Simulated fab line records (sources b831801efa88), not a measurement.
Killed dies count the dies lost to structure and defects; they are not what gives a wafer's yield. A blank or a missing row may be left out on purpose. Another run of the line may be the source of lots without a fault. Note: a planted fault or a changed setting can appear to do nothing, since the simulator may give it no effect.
The tool behind it: which one? || flow gf180mcu || 11 lots with 33 wafers sampled at 5 steps, on a route of 602 steps

## WHAT THE GAUGES SHOWED, per wafer
GF_V3_RS_MEAS_24: uses a four-point probe to measure.
{"lot": "L517", "measured": "day 22 10:36", "on": "film metro-02", "V3_W_RS (ohm/sq)": "0.329 0.325 0.335"}
{"lot": "L520", "measured": "day 23 18:50", "on": "film metro-04", "V3_W_RS (ohm/sq)": "0.324 0.331 0.322"}
{"lot": "L524", "measured": "day 25 00:12", "on": "film metro-03", "V3_W_RS (ohm/sq)": "0.327 0.327 0.325"}
{"lot": "L525", "measured": "day 25 08:14", "on": "film metro-04", "V3_W_RS (ohm/sq)": "0.333 0.330 0.328"}
{"lot": "L526", "measured": "day 25 19:28", "on": "film metro-04", "V3_W_RS (ohm/sq)": "0.326 0.330 0.325"}
{"lot": "L527", "measured": "day 26 00:53", "on": "film metro-04", "V3_W_RS (ohm/sq)": "0.324 0.325 0.325"}
{"lot": "L528", "measured": "day 26 17:38", "on": "film metro-02", "V3_W_RS (ohm/sq)": "0.324 0.323 0.322"}
{"lot": "L532", "measured": "day 27 16:24", "on": "film metro-02", "V3_W_RS (ohm/sq)": "0.327 0.331 0.330"}
{"lot": "L533", "measured": "day 27 19:07", "on": "film metro-02", "V3_W_RS (ohm/sq)": "0.322 0.331 0.328"}
{"lot": "L536", "measured": "day 28 21:35", "on": "film metro-02", "V3_W_RS (ohm/sq)": "0.266 0.265 0.268"}
{"lot": "L537", "measured": "day 29 01:07", "on": "film metro-03", "V3_W_RS (ohm/sq)": "0.267 0.267 0.272"}

GF_V3_THK_MEAS_25: measures by xrf.
{"lot": "L517", "measured": "day 22 10:43", "on": "film metro-02", "V3_W_THK (nm)": "347 352 341"}
{"lot": "L520", "measured": "day 23 18:56", "on": "film metro-04", "V3_W_THK (nm)": "351 343 354"}
{"lot": "L524", "measured": "day 25 00:19", "on": "film metro-03", "V3_W_THK (nm)": "344 343 345"}
{"lot": "L525", "measured": "day 25 08:22", "on": "film metro-04", "V3_W_THK (nm)": "337 340 342"}
{"lot": "L526", "measured": "day 25 19:35", "on": "film metro-04", "V3_W_THK (nm)": "345 340 344"}
{"lot": "L527", "measured": "day 26 01:00", "on": "film metro-04", "V3_W_THK (nm)": "343 342 341"}
{"lot": "L528", "measured": "day 26 17:46", "on": "film metro-02", "V3_W_THK (nm)": "355 356 357"}
{"lot": "L532", "measured": "day 27 16:31", "on": "film metro-02", "V3_W_THK (nm)": "350 346 348"}
{"lot": "L533", "measured": "day 27 19:13", "on": "film metro-02", "V3_W_THK (nm)": "357 347 351"}
{"lot": "L536", "measured": "day 28 21:41", "on": "film metro-02", "V3_W_THK (nm)": "429 432 428"}
{"lot": "L537", "measured": "day 29 01:14", "on": "film metro-03", "V3_W_THK (nm)": "411 409 406"}

## WHICH TOOL RAN EACH LOT (tool, then ch and the chambers of the sampled wafers, then the start)
{"lot": "L517", "GF_V2_SPUTTER_22": "pvd sputter-02, day 20 07:37", "GF_M3_SPUTTER_02": "pvd sputter-04, day 20 08:23", "GF_V3_CVD_23": "cvd w-02 ch 0,1, day 22 10:29"}
{"lot": "L520", "GF_V2_SPUTTER_22": "pvd sputter-04, day 21 17:05", "GF_M3_SPUTTER_02": "pvd sputter-02, day 21 17:51", "GF_V3_CVD_23": "cvd w-02 ch 0,1, day 23 18:43"}
{"lot": "L524", "GF_V2_SPUTTER_22": "pvd sputter-02, day 23 01:55", "GF_M3_SPUTTER_02": "pvd sputter-04, day 23 02:41", "GF_V3_CVD_23": "cvd w-02 ch 0,1, day 25 00:05"}
{"lot": "L525", "GF_V2_SPUTTER_22": "pvd sputter-01, day 23 08:28", "GF_M3_SPUTTER_02": "pvd sputter-04, day 23 09:14", "GF_V3_CVD_23": "cvd w-02 ch 0, day 25 08:08"}
{"lot": "L526", "GF_V2_SPUTTER_22": "pvd sputter-04, day 23 19:57", "GF_M3_SPUTTER_02": "pvd sputter-02, day 23 20:43", "GF_V3_CVD_23": "cvd w-02 ch 0,1, day 25 19:20"}
{"lot": "L527", "GF_V2_SPUTTER_22": "pvd sputter-04, day 24 02:44", "GF_M3_SPUTTER_02": "pvd sputter-03, day 24 03:30", "GF_V3_CVD_23": "cvd w-01 ch 0,1, day 26 00:46"}
{"lot": "L528", "GF_V2_SPUTTER_22": "pvd sputter-04, day 24 20:13", "GF_M3_SPUTTER_02": "pvd sputter-03, day 24 21:08", "GF_V3_CVD_23": "cvd w-02 ch 0,1, day 26 17:32"}
{"lot": "L532", "GF_V2_SPUTTER_22": "pvd sputter-04, day 25 19:39", "GF_M3_SPUTTER_02": "pvd sputter-03, day 25 20:25", "GF_V3_CVD_23": "cvd w-01 ch 0,1, day 27 16:16"}
{"lot": "L533", "GF_V2_SPUTTER_22": "pvd sputter-02, day 25 22:30", "GF_M3_SPUTTER_02": "pvd sputter-03, day 25 23:16", "GF_V3_CVD_23": "cvd w-01 ch 0,1, day 27 18:59"}
{"lot": "L536", "GF_V2_SPUTTER_22": "pvd sputter-04, day 27 03:47", "GF_M3_SPUTTER_02": "pvd sputter-03, day 27 04:34", "GF_V3_CVD_23": "cvd w-02 ch 0,1, day 28 21:28"}
{"lot": "L537", "GF_V2_SPUTTER_22": "pvd sputter-01, day 27 06:56", "GF_M3_SPUTTER_02": "pvd sputter-02, day 27 07:42", "GF_V3_CVD_23": "cvd w-02 ch 0,1, day 29 00:59"}
- GF_V2_SPUTTER_22: material TiN, target thk 10 nm, time 40 s.
- GF_M3_SPUTTER_02: material AlCu, target thk 450 nm, time 23.9 s.
- GF_V3_CVD_23: deposits W, target thk 350 nm, time 104.9 s.

## WHAT THE TOOLS THEMSELVES READ (means of the sampled wafers that have a number; where no wafer has one, the mark that the record gives instead)
GF_V2_SPUTTER_22.
{"lot": "L517", "tool": "pvd sputter-02", "throttle valve pct (%)": 30.0}
{"lot": "L520", "tool": "pvd sputter-04", "throttle valve pct (%)": 30.1}
{"lot": "L524", "tool": "pvd sputter-02", "throttle valve pct (%)": 29.9}
{"lot": "L525", "tool": "pvd sputter-01", "throttle valve pct (%)": 30.5}
{"lot": "L526", "tool": "pvd sputter-04", "throttle valve pct (%)": 30.3}
{"lot": "L527", "tool": "pvd sputter-04", "throttle valve pct (%)": 30.4}
{"lot": "L528", "tool": "pvd sputter-04", "throttle valve pct (%)": 30.2}
{"lot": "L532", "tool": "pvd sputter-04", "throttle valve pct (%)": 29.1}
{"lot": "L533", "tool": "pvd sputter-02", "throttle valve pct (%)": 29.8}
{"lot": "L536", "tool": "pvd sputter-04", "throttle valve pct (%)": 30.1}
{"lot": "L537", "tool": "pvd sputter-01", "throttle valve pct (%)": 30.4}

GF_M3_SPUTTER_02.
{"lot": "L517", "tool": "pvd sputter-04", "throttle valve pct (%)": 29.3}
{"lot": "L520", "tool": "pvd sputter-02", "throttle valve pct (%)": 29.7}
{"lot": "L524", "tool": "pvd sputter-04", "throttle valve pct (%)": 30.5}
{"lot": "L525", "tool": "pvd sputter-04", "throttle valve pct (%)": 29.6}
{"lot": "L526", "tool": "pvd sputter-02", "throttle valve pct (%)": 29.8}
{"lot": "L527", "tool": "pvd sputter-03", "throttle valve pct (%)": 30.2}
{"lot": "L528", "tool": "pvd sputter-03", "throttle valve pct (%)": 30.7}
{"lot": "L532", "tool": "pvd sputter-03", "throttle valve pct (%)": 30.1}
{"lot": "L533", "tool": "pvd sputter-03", "throttle valve pct (%)": 29.7}
{"lot": "L536", "tool": "pvd sputter-03", "throttle valve pct (%)": 29.9}
{"lot": "L537", "tool": "pvd sputter-02", "throttle valve pct (%)": 30.2}

GF_V3_CVD_23.
{"lot": "L517", "tool": "cvd w-02", "heater power w (W)": 779, "susceptor temp C (C)": 400.25}
{"lot": "L520", "tool": "cvd w-02", "heater power w (W)": 784, "susceptor temp C (C)": 399.86}
{"lot": "L524", "tool": "cvd w-02", "heater power w (W)": 783, "susceptor temp C (C)": 400.27}
{"lot": "L525", "tool": "cvd w-02", "heater power w (W)": 799, "susceptor temp C (C)": 399.66}
{"lot": "L526", "tool": "cvd w-02", "heater power w (W)": 790, "susceptor temp C (C)": 400.02}
{"lot": "L527", "tool": "cvd w-01", "heater power w (W)": 925, "susceptor temp C (C)": 400.32}
{"lot": "L528", "tool": "cvd w-02", "heater power w (W)": 793, "susceptor temp C (C)": 399.78}
{"lot": "L532", "tool": "cvd w-01", "heater power w (W)": 926, "susceptor temp C (C)": 399.88}
{"lot": "L533", "tool": "cvd w-01", "heater power w (W)": 893, "susceptor temp C (C)": 399.91}
{"lot": "L536", "tool": "cvd w-02", "heater power w (W)": 845, "susceptor temp C (C)": 410.99}
{"lot": "L537", "tool": "cvd w-02", "heater power w (W)": 842, "susceptor temp C (C)": 411.23}

## THE ANSWER, worked out from the rows above alone
Rule: usual is defined by the lots themselves. Put in order of their means at a reading, lots are off if they are a third of the lots or fewer, leave a main group of 4 or more, and stand apart from it by a gap of 3 or more times the standard deviation of the main group's means; of several such gaps the widest counts. The tables above print the reading to a certain number of digits; a main group whose means all agree to those digits is not used. A lot without any number at a reading at which 4 lots or more have one is off too. Where the step has rows for the other lots, those lots are counted as sound. Order of review: gauges by route order, followed by the tools' own readings, for which a lot's mean as printed above is used. At the first step where some lot is off, the reading lying furthest off is the one used; lots without a number count as furthest.
Off: L536, L537, at GF_V3_RS_MEAS_24 (V3_W_RS). The main group has a mean of 0.327 ohm/sq with a standard deviation of 0.0023.
If a tool, at a process step before that reading, ran all the lots that are off and no sound lot after the first of them, it fits. Not tried: the gauges at GF_V3_RS_MEAS_24; whatever is off there is also off at GF_V3_CVD_23, on other tools, and gauge error can't account for it. One fits: GF_V3_CVD_23 on cvd w-02. Its last sound lot is L528 (day 26 17:32), its first lot that is off L536 (day 28 21:28): a fault that began between those two fits.
On the lots that are off, the tool's own readings at GF_V3_CVD_23 differ by more than 5 times the standard deviation of the sound lots' means, which bears it out; susceptor temp C reads 411.11 C there versus 399.99 C on the sound lots.

## WHAT HAD BEEN PUT IN BY THE SIMULATOR
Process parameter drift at GF_V3_CVD_23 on cvd w-02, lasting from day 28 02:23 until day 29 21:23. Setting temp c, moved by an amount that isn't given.
Struck lots among those shown: L536, L537. Same finding as the rule above.
